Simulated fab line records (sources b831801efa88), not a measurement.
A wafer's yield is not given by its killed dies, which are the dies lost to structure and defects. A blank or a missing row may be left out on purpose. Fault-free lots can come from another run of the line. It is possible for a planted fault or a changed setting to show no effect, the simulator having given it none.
Split-lot study ; flow sky130 ; 23 wafers read across 5 lots, on a route 708 steps long

## ON THE SPLIT
At SKY_NWELL_IMPLANT_24, the setting energy-kev was moved away from the recipe's 140 on 5 of the 23 wafers read, by -2.4% to +3.0%. For the rest of the wafers, this setting stayed at what the recipe calls for.

The reading comes from the split's own step.

## THE READING
implant.drp-nm (the simulator's own value, which no gauge read), in nm, at SKY_NWELL_IMPLANT_24. There is no usual value for it anywhere in the file.

wafer;tool, chamber at the split;energy-kev as run;against the recipe;implant.drp-nm, nm;against lot-mates on the recipe
L074.1;implanter-01, 0;140;recipe;95.47;-
L074.2;implanter-01, 0;140;recipe;95.47;-
L074.3;implanter-01, 0;140;recipe;95.47;-
L074.4;implanter-01, 0;140;recipe;95.47;-
L074.6;implanter-01, 0;140;recipe;95.47;-
L075.1;implanter-01, 0;136.6;-2.4%;94.57;-0.90
L075.4;implanter-01, 0;136.6;-2.4%;94.57;-0.90
L075.6;implanter-01, 0;136.6;-2.4%;94.57;-0.90
L075.3;implanter-01, 0;140;recipe;95.47;-
L075.5;implanter-01, 0;140;recipe;95.47;-
L076.1;implanter-01, 0;140;recipe;95.47;-
L076.2;implanter-01, 0;140;recipe;95.47;-
L076.3;implanter-01, 0;140;recipe;95.47;-
L076.5;implanter-01, 0;140;recipe;95.47;-
L076.6;implanter-01, 0;140;recipe;95.47;-
L077.1;implanter-04, 0;140;recipe;95.47;-
L077.3;implanter-04, 0;140;recipe;95.47;-
L077.6;implanter-04, 0;140;recipe;95.47;-
L077.2;implanter-04, 0;144.2;+3.0%;96.53;+1.06
L077.4;implanter-04, 0;144.2;+3.0%;96.53;+1.06
L081.1;implanter-01, 0;140;recipe;95.47;-
L081.2;implanter-01, 0;140;recipe;95.47;-
L081.3;implanter-01, 0;140;recipe;95.47;-

THE FIT
A straight line over all 23 wafers: implant.drp-nm changes by +0.362 nm for each +1% of energy-kev; r = +1.00; the points scatter about the line by 0.01 nm.
The same after taking each lot's own level away (the mean of its wafers on the recipe; 23 wafers): +0.362 nm for each +1%; r = +1.00; scatter 0.01 nm.
According to that fit, moving energy-kev by its largest amount changes the reading by 1.1 nm.
The lots' own levels span 95.470 to 95.470 nm.
The two slopes agree, so the slope changes little with the lot-to-lot level.
Check: +1.09 nm against its lot-mates is what the line predicts for one of the wafers moved furthest among these (+3.0%) when that wafer is left out of the fit. Against them it came out at +1.06 nm.

## FURTHER SPLITS ON THESE WAFERS
Before the reading, these wafers also passed through other splits. Each is held against what the fit with the lots' levels taken away leaves over:
other split on the same wafers;wafers away from the commonest value;r with implant.drp-nm (lot level and that fit taken away)
SKY_FIELD_ISO_OXIDATION_01 temp-c;18;-0.31
SKY_FIELD_ISO_EXPOSE_10 dose-mj;7;+0.03
SKY_FIELD_ISO_ETCH_17 time-s;5;+0.08
SKY_FIELD_ISO_OXIDATION_22 ox-time-s;18;-0.41

## THE FILE'S OWN FIT
implant.drp-nm changes by +0.36 nm for each +1% of energy-kev, r = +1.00.
